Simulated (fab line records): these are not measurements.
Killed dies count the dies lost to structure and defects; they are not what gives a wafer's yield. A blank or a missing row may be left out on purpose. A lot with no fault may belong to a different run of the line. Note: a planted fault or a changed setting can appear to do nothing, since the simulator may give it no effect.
Struck lot and sound lot, side by side :: flow gf180mcu :: 14 out of 602 route steps
Sound: the wafers L220.2, L220.3, L220.5. Wafers struck: L230.2, L230.4, L230.6. At the end, the cause is stated.
Each step with rows lists, per side, the tool, then ch with its chambers, then its first start. Under that, the readings that differ: sound wafers :: struck wafers :: difference of the means :: sigmas: that difference in standard deviations of wafers without a fault.
alike: readings whose means differ by less than 2 such deviations, and words and numbers that are the same on both sides. not compared: withheld readings, readings that some wafer has no value for, bounds like >300 that may hide the same value, and numbers for which the record gives no deviation and whose values overlap.
A row with sigmas, a row that says differs or no value, or rows on one side alone: a step with any of these is where the two part. Numbers that have no deviation but don't overlap get no sigmas and don't part them. A reading that every wafer of one side lacks parts them only if that side has two wafers or more.

GF_SALICIDE_RTA_08: time 30 s.
  sound on rtpAnneal-01 ch 0, day 17 08:47; struck on rtpAnneal-02 ch 0, day 20 16:49
  alike: chamberO2Ppm, lampPowerPct, wafer_temp_C_max
then, 1 step without rows for these wafers: GF_CONTACT_CVD_00 (deposits SiO2, target thk 300 nm, time 50 s).
GF_CONTACT_THK_MEAS_01:
  sound: filmMetro-02 at day 17 08:56; struck: filmMetro-04 at day 20 16:57
  alike: CONTACT_CVD_00_THK
GF_CONTACT_CVD_02: deposits SiO2 from TEOS, target thk 860 nm, time 95.992 s.
  sound on pecvd-03 ch 0,1,2, day 17 08:59; struck on pecvd-02 ch 0,2, day 20 17:00
  alike: heaterPowerW
GF_CONTACT_THK_MEAS_03:
  sound: filmMetro-02 at day 17 09:04; struck: filmMetro-01 at day 20 17:05
  alike: CONTACT_CVD_02_THK
GF_CONTACT_CMP_04: polishes SiO2.
  sound on cmp-02 ch 0,1,3, day 17 09:10; struck on cmp-02 ch 1,2, day 20 17:08
  alike: motorCurrentA, timeToEndpointS
GF_CONTACT_BOW_MEAS_05:
  sound: filmMetro-04 at day 17 09:26; struck: filmMetro-01 at day 20 17:27
  alike: CONTACT_BOW
then, 5 steps without rows for these wafers: GF_CONTACT_DEHYDRATE_06 (time 60 s); GF_CONTACT_HMDS_07 (prime time 60 s); GF_CONTACT_COAT_08; GF_CONTACT_COAT_09 (resist thk 1000 nm); GF_CONTACT_SOFTBAKE_10 (time 60 s).
GF_CONTACT_EXPOSE_11: exposes mask Contact, target cd 220 nm.
  struck on krfScanner-02, day 21 05:37; sound on krfScanner-02 ch 0, day 17 21:53
  no value came back on the struck wafers for exposureDoseMJCm2, focusOffsetNm (nm); on the sound wafers exposureDoseMJCm2 reads 37.99 37.92 37.95
  alike: mask
then, 1 step without rows for these wafers: GF_CONTACT_PEB_12 (peb time 90 s).

## WHERE THEY PART
Within this record, at GF_CONTACT_EXPOSE_11 only.

WHY: the cause the simulator had injected
Whole step skipped at GF_CONTACT_EXPOSE_11 on krfScanner-02, starting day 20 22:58. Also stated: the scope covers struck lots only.
